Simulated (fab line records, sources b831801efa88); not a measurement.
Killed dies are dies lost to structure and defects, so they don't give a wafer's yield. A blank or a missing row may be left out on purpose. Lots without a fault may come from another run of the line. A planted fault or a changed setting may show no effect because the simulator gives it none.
Problem report in the 8D (eight disciplines) form, filled by code | flow gf180mcu | the parts of the form that need people (team, actions taken, sign-off) are left out

1. THE PROBLEM
run_length_s at GF_VT_IMPLANT_CLEAN_44 reads a mean of 42 s on 3 wafers of 1 lot; wafers without a fault read 178 s with a standard deviation of 4. That is -34 standard deviations from the usual mean.
The step: cleans in SC1/SC2, time 150 s.
First seen on wafer L972.3, day 9 19:07, on wet_bench-03. The record holds 15 wafers of 5 lots with a number at this step. Rule for "out", or "out of limits": more than 4 standard deviations from the usual mean. The other wafers with a number count as sound.

2. WHAT IT IS AND WHAT IT IS NOT
question                    | is                     | is not
which readings at this step | run_length_s           | -
which lots                  | L972                   | L982, L987, L988, L989
which wafers of those lots  | all that have a number | -
read on which tools         | wet_bench-03           | wet_bench-01
when                        | from day 9 19:07       | up to then (0 sound wafers); but 12 sound wafers of L982, L987, L988, L989 came after

3. SUSPECTS, AND WHAT RULES EACH OUT
Counting: a tool at a process step up to the reading stays a suspect if it ran every lot that is out and no sound lot after the first of them.
- plasma_asher-04 at GF_VT_IMPLANT_STRIP_42 (strips in O2/N2): ruled out as a lasting fault. Sound lots L982, L988 ran on it after its first lot that is out, L972 (day 9 18:59).
- wet_bench-03 at GF_VT_IMPLANT_CLEAN_44 (cleans in SC1/SC2, time 150 s): ruled out as a lasting fault. Sound lots L987, L988 ran on it after its first lot that is out, L972 (day 9 19:07).
Left after counting: nothing in the record.

4. THE CAUSE (what the simulator had put in)
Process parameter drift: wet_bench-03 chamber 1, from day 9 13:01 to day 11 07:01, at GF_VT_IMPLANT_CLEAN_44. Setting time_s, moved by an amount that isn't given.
Counting ruled it out, wrongly.

5. THE CHAIN OF EFFECTS, in route order
Each row: a reading whose mean over the struck wafers that have a number lies more than 3 standard deviations from the usual. Only readings for which the record gives a usual standard deviation are gone through. hours: the time from each lot's start at the first step in this table that gives one to its start at this step, as a median over the lots. sigmas: the change in usual standard deviations.
hours | step                   | reading      | usual | on struck wafers | change | sigmas
0     | GF_VT_IMPLANT_CLEAN_44 | run_length_s | 178 s | 42               | -136   | -34
The process steps in it:
- GF_VT_IMPLANT_CLEAN_44: cleans in SC1/SC2, time 150 s.

6. WHAT WOULD HAVE CAUGHT IT SOONER
In this record the first reading out of limits was taken at day 9 19:07, 6 hours after the fault began at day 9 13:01.
